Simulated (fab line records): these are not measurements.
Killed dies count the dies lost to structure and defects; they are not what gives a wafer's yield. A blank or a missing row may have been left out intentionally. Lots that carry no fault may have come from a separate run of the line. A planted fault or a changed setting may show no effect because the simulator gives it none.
The tool behind it: which one? :: flow sky130 :: 12 lots, 36 wafers sampled, at 5 steps of a route of 708

== WHAT EACH GAUGE READ, for each wafer ==
SKY_CAP2M_THK_MEAS_04: measures by xrf. Usual: CAP2M_TIN_THK typically reads 200.0 nm, with standard deviation 3.
lot: L830
measured: day 40 23:54
on: film metro-01
CAP2M_TIN_THK (nm): 197.7 200.4 201.2
flag: 

lot: L831
measured: day 41 08:18
on: film metro-02
CAP2M_TIN_THK (nm): 197.6 201.0 198.9
flag: 

lot: L835
measured: day 42 09:02
on: film metro-03
CAP2M_TIN_THK (nm): 193.5 197.1 199.1
flag: 

lot: L839
measured: day 43 13:26
on: film metro-03
CAP2M_TIN_THK (nm): 195.1 199.9 201.0
flag: 

lot: L840
measured: day 44 00:41
on: film metro-01
CAP2M_TIN_THK (nm): 203.1 200.8 200.3
flag: 

lot: L841
measured: day 44 02:32
on: film metro-03
CAP2M_TIN_THK (nm): 200.8 202.5 201.0
flag: 

lot: L842
measured: day 44 12:18
on: film metro-03
CAP2M_TIN_THK (nm): 201.0 200.5 197.2
flag: 

lot: L843
measured: day 44 14:12
on: film metro-03
CAP2M_TIN_THK (nm): 203.1 203.0 202.6
flag: 

lot: L844
measured: day 44 22:34
on: film metro-01
CAP2M_TIN_THK (nm): 193.6 193.9 193.4
flag: 

lot: L845
measured: day 45 00:49
on: film metro-03
CAP2M_TIN_THK (nm): 206.6 205.7 203.2
flag: 

lot: L848
measured: day 45 22:46
on: film metro-02
CAP2M_TIN_THK (nm): 201.0 203.2 200.5
flag: 

lot: L851
measured: day 46 15:44
on: film metro-01
CAP2M_TIN_THK (nm): 195.7 197.1 196.3
flag: 

SKY_METAL4_CD_MEAS_13: the cd target is 300 nm. Usual: cd nm reads 300.2 nm (standard deviation 1.5).
lot: L830
measured: day 43 01:45
on: cd sem-01
cd nm (nm): 301.8 301.0 300.3
flag: 

lot: L831
measured: day 43 08:04
on: cd sem-01
cd nm (nm): 299.8 298.8 299.2
flag: 

lot: L835
measured: day 44 07:29
on: cd sem-01
cd nm (nm): 301.5 301.7 301.4
flag: 

lot: L839
measured: day 45 11:45
on: cd sem-01
cd nm (nm): 297.3 298.0 298.3
flag: 

lot: L840
measured: day 45 21:04
on: cd sem-01
cd nm (nm): 313.9 315.1 314.5
flag: OFF

lot: L841
measured: day 46 00:01
on: cd sem-01
cd nm (nm): 316.5 316.8 315.5
flag: OFF

lot: L842
measured: day 46 08:45
on: cd sem-01
cd nm (nm): 299.8 300.2 299.5
flag: 

lot: L843
measured: day 46 10:30
on: cd sem-01
cd nm (nm): 300.8 301.3 300.4
flag: 

lot: L844
measured: day 46 17:29
on: cd sem-01
cd nm (nm): 309.0 308.8 309.9
flag: OFF

lot: L845
measured: day 46 20:37
on: cd sem-01
cd nm (nm): 307.1 307.0 306.7
flag: OFF

lot: L848
measured: day 47 17:23
on: cd sem-01
cd nm (nm): 297.9 299.1 298.5
flag: 

lot: L851
measured: day 48 09:37
on: cd sem-01
cd nm (nm): 302.8 303.7 302.6
flag: 

SKY_METAL4_OVL_MEAS_14. Usual: METAL4_OVL typically reads -1 nm, with standard deviation 5.5.
lot: L830
measured: day 43 01:50
on: overlay-01
METAL4_OVL (nm): -9 -4 -2
flag: 

lot: L831
measured: day 43 08:09
on: overlay-02
METAL4_OVL (nm): 9 6 -1
flag: 

lot: L835
measured: day 44 07:34
on: overlay-01
METAL4_OVL (nm): 7 2 5
flag: 

lot: L839
measured: day 45 11:51
on: overlay-02
METAL4_OVL (nm): -4 7 1
flag: 

lot: L840
measured: day 45 21:11
on: overlay-01
METAL4_OVL (nm): -8 -4 -8
flag: 

lot: L841
measured: day 46 00:08
on: overlay-02
METAL4_OVL (nm): 1 2 -6
flag: 

lot: L842
measured: day 46 08:51
on: overlay-01
METAL4_OVL (nm): 9 11 -2
flag: 

lot: L843
measured: day 46 10:36
on: overlay-01
METAL4_OVL (nm): 0 -4 -4
flag: 

lot: L844
measured: day 46 17:36
on: overlay-02
METAL4_OVL (nm): -6 -7 -4
flag: 

lot: L845
measured: day 46 20:44
on: overlay-01
METAL4_OVL (nm): 4 3 1
flag: 

lot: L848
measured: day 47 17:30
on: overlay-02
METAL4_OVL (nm): -5 4 -7
flag: 

lot: L851
measured: day 48 09:44
on: overlay-01
METAL4_OVL (nm): 8 6 8
flag: 

SKY_VIA4_THK_MEAS_01. Usual: VIA4_HDPCVD_THK typically reads 1823 nm, with standard deviation 18.
lot: L830
measured: day 43 02:59
on: film metro-04
VIA4_HDPCVD_THK (nm): 1808 1811 1813
flag: 

lot: L831
measured: day 43 09:17
on: film metro-04
VIA4_HDPCVD_THK (nm): 1870 1848 1855
flag: 

lot: L835
measured: day 44 08:50
on: film metro-01
VIA4_HDPCVD_THK (nm): 1828 1818 1810
flag: 

lot: L839
measured: day 45 13:05
on: film metro-01
VIA4_HDPCVD_THK (nm): 1819 1838 1832
flag: 

lot: L840
measured: day 45 22:22
on: film metro-02
VIA4_HDPCVD_THK (nm): 1836 1820 1814
flag: 

lot: L841
measured: day 46 01:19
on: film metro-02
VIA4_HDPCVD_THK (nm): 1829 1840 1824
flag: 

lot: L842
measured: day 46 10:06
on: film metro-02
VIA4_HDPCVD_THK (nm): 1808 1794 1815
flag: 

lot: L843
measured: day 46 11:49
on: film metro-02
VIA4_HDPCVD_THK (nm): 1825 1823 1845
flag: 

lot: L844
measured: day 46 18:44
on: film metro-04
VIA4_HDPCVD_THK (nm): 1833 1819 1808
flag: 

lot: L845
measured: day 46 21:58
on: film metro-04
VIA4_HDPCVD_THK (nm): 1837 1851 1837
flag: 

lot: L848
measured: day 47 19:07
on: film metro-01
VIA4_HDPCVD_THK (nm): 1793 1807 1822
flag: 

lot: L851
measured: day 48 11:02
on: film metro-04
VIA4_HDPCVD_THK (nm): 1807 1804 1801
flag: 

== WHICH TOOL RAN EACH LOT (tool, then ch and the chambers of the sampled wafers, then the start) ==
lot: L830
SKY_METAL4_EXPOSE_10: krf scanner-02 ch 0, day 42 13:41

lot: L831
SKY_METAL4_EXPOSE_10: krf scanner-01 ch 0, day 42 21:26

lot: L835
SKY_METAL4_EXPOSE_10: krf scanner-02 ch 0, day 43 20:44

lot: L839
SKY_METAL4_EXPOSE_10: krf scanner-01 ch 0, day 45 01:26

lot: L840
SKY_METAL4_EXPOSE_10: krf scanner-01 ch 0, day 45 10:04

lot: L841
SKY_METAL4_EXPOSE_10: krf scanner-01 ch 0, day 45 12:43

lot: L842
SKY_METAL4_EXPOSE_10: krf scanner-02 ch 0, day 45 22:39

lot: L843
SKY_METAL4_EXPOSE_10: krf scanner-02 ch 0, day 46 00:26

lot: L844
SKY_METAL4_EXPOSE_10: krf scanner-01 ch 0, day 46 06:57

lot: L845
SKY_METAL4_EXPOSE_10: krf scanner-01 ch 0, day 46 09:25

lot: L848
SKY_METAL4_EXPOSE_10: krf scanner-02 ch 0, day 47 07:15

lot: L851
SKY_METAL4_EXPOSE_10: krf scanner-02 ch 0, day 48 00:13
- SKY_METAL4_EXPOSE_10: exposes mask MM4, target cd 300 nm.

== AS READ BY THE TOOLS THEMSELVES (means over the sampled wafers that have a number; for cases with no such wafer, the mark the record gives instead) ==
SKY_METAL4_EXPOSE_10. Usual: exposure dose mJ cm2 reads 27.931 (standard deviation 0.026).
lot: L830
tool: krf scanner-02
exposure dose mJ cm2: 27.918
flag: 

lot: L831
tool: krf scanner-01
exposure dose mJ cm2: 27.943
flag: 

lot: L835
tool: krf scanner-02
exposure dose mJ cm2: 27.925
flag: 

lot: L839
tool: krf scanner-01
exposure dose mJ cm2: 27.947
flag: 

lot: L840
tool: krf scanner-01
exposure dose mJ cm2: 25.689
flag: OFF

lot: L841
tool: krf scanner-01
exposure dose mJ cm2: 25.707
flag: OFF

lot: L842
tool: krf scanner-02
exposure dose mJ cm2: 27.928
flag: 

lot: L843
tool: krf scanner-02
exposure dose mJ cm2: 27.948
flag: 

lot: L844
tool: krf scanner-01
exposure dose mJ cm2: 26.523
flag: OFF

lot: L845
tool: krf scanner-01
exposure dose mJ cm2: 26.523
flag: OFF

lot: L848
tool: krf scanner-02
exposure dose mJ cm2: 27.937
flag: 

lot: L851
tool: krf scanner-02
exposure dose mJ cm2: 27.907
flag: 

== THE ANSWER, worked out from the rows above alone ==
Rule: take the mean of a lot's wafers that have a number; if it is more than 3 standard deviations from the usual mean, the lot is off. Also off: a lot with no number at a reading for which 4 or more lots have one. Where the step has rows for the other lots, those lots are counted as sound. The gauges are gone through in route order, then the tools' own readings, and for those a lot's mean is taken as printed above. At the first step where some lot is off, the reading lying furthest off is the one used; lots without a number count as furthest.
Off: L840, L841, L844, L845, at SKY_METAL4_CD_MEAS_13 (cd nm).
A tool fits if, at a process step before that reading, it ran every lot that is off, and no sound lot after the first of them. The gauges at SKY_METAL4_CD_MEAS_13 aren't tried: what is off there is off at SKY_METAL4_EXPOSE_10 too, on other tools, and a gauge's error can't cause that. One fits: krf scanner-01 at SKY_METAL4_EXPOSE_10. Its last sound lot is L839 (day 45 01:26), its first lot that is off L840 (day 45 10:04): a fault that began between those two fits.
The tool's own readings at SKY_METAL4_EXPOSE_10 bear it out: on the lots that are off they differ by more than 5 times the standard deviation of the sound lots' means. exposure dose mJ cm2 reads 26.111 there against 27.932 on the sound lots.

== WHAT HAD BEEN PUT IN BY THE SIMULATOR ==
Drift in process parameters on krf scanner-01 at SKY_METAL4_EXPOSE_10, starting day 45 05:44. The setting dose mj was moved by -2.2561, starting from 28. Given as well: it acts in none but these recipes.
Struck lots among those shown: L840, L841, L844, L845. The rule given above showed the same thing.
